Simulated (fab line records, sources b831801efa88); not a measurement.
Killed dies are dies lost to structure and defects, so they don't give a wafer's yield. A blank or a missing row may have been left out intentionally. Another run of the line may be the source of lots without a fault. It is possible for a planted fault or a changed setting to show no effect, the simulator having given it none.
What tool caused it? + flow gf180mcu + Sampling: 12 lots, 36 wafers, 5 of 602 route steps

WHAT THE GAUGES READ, wafer by wafer
GF_M5_CD_MEAS_07: target cd 280 nm. Usual: cd-nm reads 279.8 nm (standard deviation 1.2).
| lot  | measured     | on        | cd-nm (nm)        | flag |
|------|--------------|-----------|-------------------|------|
| L110 | day 26 08:11 | cd-sem-02 | 277.4 278.9 279.2 |      |
| L111 | day 26 16:51 | cd-sem-01 | 281.0 280.9 280.7 |      |
| L114 | day 27 22:44 | cd-sem-02 | 281.4 281.2 281.0 |      |
| L115 | day 28 03:49 | cd-sem-02 | 279.3 279.3 279.7 |      |
| L116 | day 28 11:47 | cd-sem-02 | 279.6 278.3 278.8 |      |
| L117 | day 28 17:16 | cd-sem-02 | 279.6 278.6 280.0 |      |
| L126 | day 31 01:46 | cd-sem-01 | 280.3 280.3 281.0 |      |
| L125 | day 31 02:44 | cd-sem-01 | 280.3 280.6 281.2 |      |
| L127 | day 31 16:08 | cd-sem-01 | 279.6 279.1 279.7 |      |
| L129 | day 32 09:13 | cd-sem-02 | 280.0 279.3 279.5 |      |
| L130 | day 32 11:31 | cd-sem-01 | 278.8 278.2 279.0 |      |
| L133 | day 33 05:19 | cd-sem-01 | 280.5 279.3 280.1 |      |

GF_TOP_METAL_CD_MEAS_14: target cd 440 nm. Usual: cd-nm reads 439.8 nm (standard deviation 2.3).
| lot  | measured     | on        | cd-nm (nm)        | flag |
|------|--------------|-----------|-------------------|------|
| L110 | day 28 04:17 | cd-sem-01 | 439.0 441.1 439.6 |      |
| L111 | day 28 12:48 | cd-sem-01 | 438.0 441.4 438.5 |      |
| L114 | day 29 16:43 | cd-sem-01 | 441.6 442.5 443.8 |      |
| L115 | day 29 21:28 | cd-sem-01 | 440.3 442.4 441.2 |      |
| L116 | day 30 05:53 | cd-sem-02 | 438.2 439.1 436.8 |      |
| L117 | day 30 10:07 | cd-sem-02 | 437.1 437.7 441.3 |      |
| L126 | day 32 14:27 | cd-sem-01 | 439.4 441.3 440.3 |      |
| L125 | day 32 15:49 | cd-sem-02 | 455.0 455.1 456.4 | OFF  |
| L127 | day 33 04:38 | cd-sem-01 | 453.2 454.5 454.9 | OFF  |
| L129 | day 33 19:55 | cd-sem-02 | 436.0 432.0 434.4 |      |
| L130 | day 33 22:10 | cd-sem-01 | 436.6 434.8 436.2 |      |
| L133 | day 34 15:24 | cd-sem-01 | 438.5 439.4 437.5 |      |

GF_PASSIVATION_BOW_MEAS_14. Usual: PASSIVATION_BOW gives 137 um (standard deviation 9.3).
| lot  | measured     | on            | PASSIVATION_BOW (um) | flag |
|------|--------------|---------------|----------------------|------|
| L110 | day 29 03:10 | film-metro-04 | 148 144 155          |      |
| L111 | day 29 11:50 | film-metro-02 | 128 132 128          |      |
| L114 | day 30 14:50 | film-metro-01 | 128 122 127          |      |
| L115 | day 30 18:52 | film-metro-01 | 146 146 127          |      |
| L116 | day 31 02:56 | film-metro-02 | 142 138 141          |      |
| L117 | day 31 07:10 | film-metro-02 | 126 123 125          |      |
| L126 | day 33 10:03 | film-metro-01 | 133 118 135          |      |
| L125 | day 33 10:46 | film-metro-01 | 142 154 143          |      |
| L127 | day 33 23:22 | film-metro-01 | 138 131 134          |      |
| L129 | day 34 14:22 | film-metro-01 | 140 137 146          |      |
| L130 | day 34 16:36 | film-metro-01 | 136 136 134          |      |
| L133 | day 35 09:16 | film-metro-01 | 131 140 120          |      |

TOOL THAT RAN EACH LOT (tool first, then ch and the chambers of the sampled wafers, then the start)
| lot  | GF_V5_ETCH_16                      | GF_TOP_METAL_EXPOSE_11              |
|------|------------------------------------|-------------------------------------|
| L110 | rie-diel-01 ch 0,1,3, day 27 06:16 | iline-stepper-01 ch 0, day 27 18:23 |
| L111 | rie-diel-03 ch 1,2,3, day 27 14:57 | iline-stepper-01 ch 0, day 28 02:54 |
| L114 | rie-diel-04 ch 2,3, day 28 20:25   | iline-stepper-02 ch 0, day 29 08:02 |
| L115 | rie-diel-04 ch 2,3, day 29 01:03   | iline-stepper-02 ch 0, day 29 12:04 |
| L116 | rie-diel-04 ch 0,3, day 29 09:10   | iline-stepper-02 ch 0, day 29 20:35 |
| L117 | rie-diel-04 ch 0,1,3, day 29 13:49 | iline-stepper-01 ch 0, day 30 01:24 |
| L126 | rie-diel-03 ch 1,2,3, day 31 21:51 | iline-stepper-01 ch 0, day 32 07:52 |
| L125 | rie-diel-04 ch 0,1,3, day 31 22:16 | iline-stepper-02 ch 0, day 32 08:55 |
| L127 | rie-diel-01 ch 0,2,3, day 32 10:52 | iline-stepper-02 ch 0, day 32 20:11 |
| L129 | rie-diel-04 ch 1,2,3, day 33 03:52 | iline-stepper-01 ch 0, day 33 12:37 |
| L130 | rie-diel-04 ch 0,3, day 33 05:13   | iline-stepper-01 ch 0, day 33 14:21 |
| L133 | rie-diel-01 ch 0,1, day 33 22:57   | iline-stepper-01 ch 0, day 34 08:23 |
- GF_V5_ETCH_16: etches BARC in N2/H2.
- GF_TOP_METAL_EXPOSE_11: exposes mask MetalTop, target cd 440 nm.

WHAT THE TOOLS THEMSELVES READ (means of the sampled wafers that have a number; where no wafer has one, the mark that the record gives instead)
GF_V5_ETCH_16. Usual: drypump-motor-current-A 5.7 A, standard deviation 0.55; h2-flow-sccm 200.1 sccm, standard deviation 0.63; oes-product-au 0.854 a.u., standard deviation 0.0046; throttle-valve-pct 13.225 %, standard deviation 0.009.
| lot  | tool        | drypump-motor-current-A (A) | h2-flow-sccm (sccm) | oes-product-au (a.u.) | throttle-valve-pct (%) | flag |
|------|-------------|-----------------------------|---------------------|-----------------------|------------------------|------|
| L110 | rie-diel-01 | 5.5                         | 200.9               | 0.856                 | 13.222                 |      |
| L111 | rie-diel-03 | 6.3                         | 200.5               | 0.856                 | 13.218                 |      |
| L114 | rie-diel-04 | 6.0                         | 200.4               | 0.860                 | 13.228                 |      |
| L115 | rie-diel-04 | 6.0                         | 200.5               | 0.847                 | 13.223                 |      |
| L116 | rie-diel-04 | 6.4                         | 200.3               | 0.850                 | 13.221                 |      |
| L117 | rie-diel-04 | 5.9                         | 200.2               | 0.851                 | 13.228                 |      |
| L126 | rie-diel-03 | 6.3                         | 199.7               | 0.859                 | 13.220                 |      |
| L125 | rie-diel-04 | 5.9                         | 200.0               | 0.854                 | 13.231                 |      |
| L127 | rie-diel-01 | 5.5                         | 200.4               | 0.852                 | 13.222                 |      |
| L129 | rie-diel-04 | 5.7                         | 199.9               | 0.855                 | 13.232                 |      |
| L130 | rie-diel-04 | 6.3                         | 200.2               | 0.857                 | 13.219                 |      |
| L133 | rie-diel-01 | 5.2                         | 199.5               | 0.851                 | 13.232                 |      |

GF_TOP_METAL_EXPOSE_11. Usual: exposure-dose-mJ-cm2 reads 170.02 (standard deviation 0.18).
| lot  | tool             | exposure-dose-mJ-cm2 | flag |
|------|------------------|----------------------|------|
| L110 | iline-stepper-01 | 169.97               |      |
| L111 | iline-stepper-01 | 169.83               |      |
| L114 | iline-stepper-02 | 169.78               |      |
| L115 | iline-stepper-02 | 169.98               |      |
| L116 | iline-stepper-02 | 170.26               |      |
| L117 | iline-stepper-01 | 169.96               |      |
| L126 | iline-stepper-01 | 169.80               |      |
| L125 | iline-stepper-02 | 160.40               | OFF  |
| L127 | iline-stepper-02 | 162.28               | OFF  |
| L129 | iline-stepper-01 | 169.97               |      |
| L130 | iline-stepper-01 | 170.00               |      |
| L133 | iline-stepper-01 | 169.89               |      |

THE ANSWER, worked out from the rows above alone
Rule: a lot counts as off when the mean over its wafers that have a number is more than 3 standard deviations away from the usual mean. A lot without any number at a reading at which 4 lots or more have one is off too. Any other lot the step has rows for is counted as sound. First the gauges in route order, then the tools' own readings, where a lot's mean is used as printed above. At the first step where some lot is off, the reading lying furthest off is the one used; lots without a number count as furthest.
Off at GF_TOP_METAL_CD_MEAS_14 (cd-nm): L125, L127.
A tool fits if, at a process step before that reading, it ran every lot that is off, and no sound lot after the first of them. Not tried: the gauges at GF_TOP_METAL_CD_MEAS_14; whatever is off there is also off at GF_TOP_METAL_EXPOSE_11, on other tools, and gauge error can't account for it. One fits: iline-stepper-02 at GF_TOP_METAL_EXPOSE_11. A fault onset in the window from L116 (day 29 20:35, its last sound lot) to L125 (day 32 08:55, its first lot off) fits.
The tool's own readings at GF_TOP_METAL_EXPOSE_11 bear it out: on the lots that are off they differ by more than 5 times the standard deviation of the sound lots' means. exposure-dose-mJ-cm2 reads 161.34 there against 169.94 on the sound lots.

WHAT THE SIMULATOR HAD INSERTED
Process parameters drifting: iline-stepper-02 at GF_TOP_METAL_EXPOSE_11, beginning at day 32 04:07. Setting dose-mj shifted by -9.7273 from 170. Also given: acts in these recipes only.
Lots struck among those shown: L125, L127. The rule given above showed the same thing.
